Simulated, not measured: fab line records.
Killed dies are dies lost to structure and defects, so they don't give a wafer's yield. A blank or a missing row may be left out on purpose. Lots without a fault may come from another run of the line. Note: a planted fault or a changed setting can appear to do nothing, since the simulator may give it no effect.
A struck lot beside a sound one :: flow sky130 :: 21 out of 708 route steps
Sound: these wafers, L708.1, L708.3, L708.6. Struck: wafers L719.1, L719.5, L719.6. The cause is named last.
Order at every step that has rows: each side's tool, ch and its chambers, its first start. Under that, the readings that differ: sound wafers :: struck wafers :: difference of the means :: sigmas: that difference in standard deviations of wafers without a fault.
alike: readings with means less than 2 such deviations apart, plus words and numbers identical on both sides. not compared: withheld readings, readings lacking a value on some wafer, bounds such as >300 that could conceal the same value, and numbers that have no deviation in the record and whose values overlap.
A row with sigmas, a row that says differs or no value, or rows on one side alone: a step with any of these is where the two part. When numbers do not overlap yet have no deviation, they are printed without sigmas and do not part them. Lack of a reading on every wafer of one side parts them only where that side has two or more wafers.

SKY_METAL5_DESCUM_14: chemistry O2, time 11 s.
  sound on rie metal-04 ch 0,1, day 46 09:25; struck on rie metal-03 ch 0,1, day 47 13:52
  alike: drypump motor current A, oes product au
  not compared: rf hours counter h
SKY_METAL5_METAL_ETCH_15: etches the open film in Cl2/BCl3, stops on SiO2, target depth 1260 nm, time 252 s.
  sound on rie metal-04 ch 0,1, day 46 09:28; struck on rie metal-03 ch 0,1, day 47 13:54
  alike: drypump motor current A, oes product au, throttle valve pct
  not compared: rf hours counter h
SKY_METAL5_STRIP_16: strips in O2/N2.
  sound on plasma asher-03 ch 1, day 46 09:41; struck on plasma asher-04 ch 0,1, day 47 14:08
  alike: drypump motor current A, n2 flow sccm, o2 flow sccm, oes product au, strip time to endpoint s
  not compared: rf hours counter h
then, 3 steps without rows for these wafers: SKY_METAL5_STRIP_17 (strips in post etch residue remover, time 1200 s); SKY_METAL5_CLEAN_18 (cleans in IPA, time 180 s); SKY_METAL5_CLEAN_19 (cleans in O3/DIW).
SKY_PASSIVATION_CVD_00: deposits SiO2, target thk 90 nm.
  sound on pecvd-01 ch 0,1, day 46 10:25; struck on pecvd-01 ch 0,1,2, day 47 14:47
  alike: heater power w
SKY_PASSIVATION_THK_MEAS_01:
  struck on film metro-04, day 47 14:49; sound on film metro-02, day 46 10:26
  alike: PASSIVATION_CVD_00_THK
SKY_PASSIVATION_CVD_02: deposits Si3N4, target thk 540 nm.
  sound on pecvd-03 ch 0,1,2, day 46 10:30; struck on pecvd-02 ch 0,2, day 47 14:52
  alike: heater power w
SKY_PASSIVATION_THK_MEAS_03:
  struck on film metro-04, day 47 15:06; sound on film metro-02, day 46 10:44
  alike: PASSIVATION_CVD_02_THK
then, 2 steps without rows for these wafers: SKY_PASSIVATION_DEHYDRATE_04 (time 60 s); SKY_PASSIVATION_HMDS_05 (prime time 60 s).
SKY_PASSIVATION_COAT_06: resist thk 3000 nm.
  sound on litho track-02 ch 0, day 46 19:28; struck on litho track-02 ch 0, day 48 02:04
reading: model.coat_of_PASSIVATION_COAT_06.thk nm (nm)
sound: 2995 2985 2990
struck: 2731 2726 2736
difference: -259
sigmas: 
  alike: exhaust pa
then, 4 steps without rows for these wafers: SKY_PASSIVATION_SOFTBAKE_07; SKY_PASSIVATION_EXPOSE_08 (exposes mask NSM, target cd 3000 nm); SKY_PASSIVATION_PEB_09; SKY_PASSIVATION_DEVELOP_10 (develop time 60 s).
SKY_PASSIVATION_ETCH_11: etches the open film in CF4/O2, stops on AlCu, target depth 725 nm, time 161.1 s.
  sound on rie diel-02 ch 1,2,3, day 47 07:22; struck on rie diel-01 ch 0,1, day 48 11:34
reading: model.coat_of_PASSIVATION_COAT_06.thk nm (nm)
sound: 2500 2505 2512
struck: 2235 2232 2246
difference: -268
sigmas: 

reading: model.PASSIVATION.cd nm (nm)
sound: 2994 2988 2996
struck: 3021 3015 2999
difference: +19
sigmas: 
  alike: drypump motor current A, oes product au, throttle valve pct
  not compared: rf hours counter h
SKY_PASSIVATION_STRIP_12: strips in O2/N2.
  sound on plasma asher-02 ch 0,1, day 47 07:29; struck on plasma asher-02 ch 0,1, day 48 11:40
reading: strip time to endpoint s (s)
sound: 31.31 31.39 31.46
struck: 28.28 28.24 28.40
difference: -3.08
sigmas: -22
  alike: drypump motor current A, n2 flow sccm, o2 flow sccm, oes product au
  not compared: rf hours counter h
then, 1 step without rows for these wafers: SKY_PAD_OPEN_DEHYDRATE_00 (time 60 s).
SKY_PAD_OPEN_PROBE_99:
  sound wafers here have rows in the record (prober-02, day 48 06:28); struck ones have none

== WHERE THEY PART ==
First at SKY_PASSIVATION_STRIP_12; last, within this record, at SKY_PAD_OPEN_PROBE_99.

WHY: what the simulator had put in
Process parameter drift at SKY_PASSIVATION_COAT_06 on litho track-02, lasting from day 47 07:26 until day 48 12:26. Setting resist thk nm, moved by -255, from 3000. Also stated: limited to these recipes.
